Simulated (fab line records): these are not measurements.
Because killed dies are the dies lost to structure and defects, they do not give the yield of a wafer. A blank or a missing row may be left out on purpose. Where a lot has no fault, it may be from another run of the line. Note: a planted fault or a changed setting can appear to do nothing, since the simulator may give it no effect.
Problem report in the 8D (eight disciplines) form, filled by code + flow sfq_line + the parts of the form that need people (team, actions taken, sign-off) are left out

== 1. PROBLEM STATEMENT ==
At SFQ_TRILAYER_I7_VIA_LITHO_PEB_190, heater_power_total_W averages 79.98 W over 6 wafers from 2 lots, while fault-free wafers read 79.15 W, standard deviation 0.071. Relative to the usual mean, that is a shift of +12 standard deviations.
The step: peb time 60 s.
First observed at day 88 07:52: wafer L555.1, on litho_track-02. At this step, 18 wafers from 6 lots have a number in the record. The rule behind "out" and "out of limits": a value lying over 4 standard deviations away from the usual mean. The other wafers with a number count as sound.

== 2. WHAT IT IS; WHAT IT IS NOT ==
| question                    | is                                 | is not                                                                         |
|-----------------------------|------------------------------------|--------------------------------------------------------------------------------|
| which readings at this step | heater_power_total_W, plate_temp_C | -                                                                              |
| which lots                  | L555, L556                         | L546, L558, L560, L562                                                         |
| which wafers of those lots  | all that have a number             | -                                                                              |
| read on which tools         | litho_track-02                     | litho_track-01                                                                 |
| when                        | from day 88 07:52                  | up to then (3 sound wafers); but 9 sound wafers of L558, L560, L562 came after |

== 3. WHAT RULES OUT EACH SUSPECT ==
Counting: any tool at a process step up to the reading is kept as a suspect provided that every lot that is out went through it and no sound lot did after the first of them.
- cmp-01 at SFQ_TRILAYER_I7_CMP_CMP_184 (polishes SiO2): ruled out as a lasting fault. The sound lots L560 went through it after L555, its earliest lot that is out (day 83 15:11).
- litho_track-02 at SFQ_TRILAYER_I7_VIA_LITHO_PEB_190 (peb time 60 s): ruled out as a lasting fault. The sound lots L560, L562 went through it after L555, its earliest lot that is out (day 88 07:52).
Left after counting: nothing in the record.

== 4. THE CAUSE (what the simulator had put in) ==
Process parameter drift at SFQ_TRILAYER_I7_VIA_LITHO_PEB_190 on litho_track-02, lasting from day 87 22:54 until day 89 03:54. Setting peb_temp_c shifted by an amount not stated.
Counting ruled it out, wrongly.

== 5. SEQUENCE OF EFFECTS, ordered by route ==
One row per reading whose mean, taken over the struck wafers that have a number, lies over 3 standard deviations from the usual. Scope: only readings with a usual standard deviation given in the record; hours: median across lots of the time from each lot's start at the first step in this table that gives one to its start at this step; sigmas: change in usual standard deviations.
| hours | step                              | reading              | usual    | on struck wafers | change | sigmas |
|-------|-----------------------------------|----------------------|----------|------------------|--------|--------|
| 0     | SFQ_TRILAYER_I7_VIA_LITHO_PEB_190 | heater_power_total_W | 79.15 W  | 79.98            | +0.83  | +12    |
| 0     | SFQ_TRILAYER_I7_VIA_LITHO_PEB_190 | plate_temp_C         | 115.01 C | 115.90           | +0.89  | +6.9   |
The process steps in it:
- SFQ_TRILAYER_I7_VIA_LITHO_PEB_190: peb time 60 s.
Later measuring or inspecting steps at which every struck wafer that the step has a row for has a number for every such reading, and none has moved that far: SFQ_I7_OVL_MEAS_947.

== 6. HOW IT WOULD HAVE BEEN CAUGHT EARLIER ==
The fault began at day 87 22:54; the first out-of-limits reading in this record came at day 88 07:52, 9 hours later.
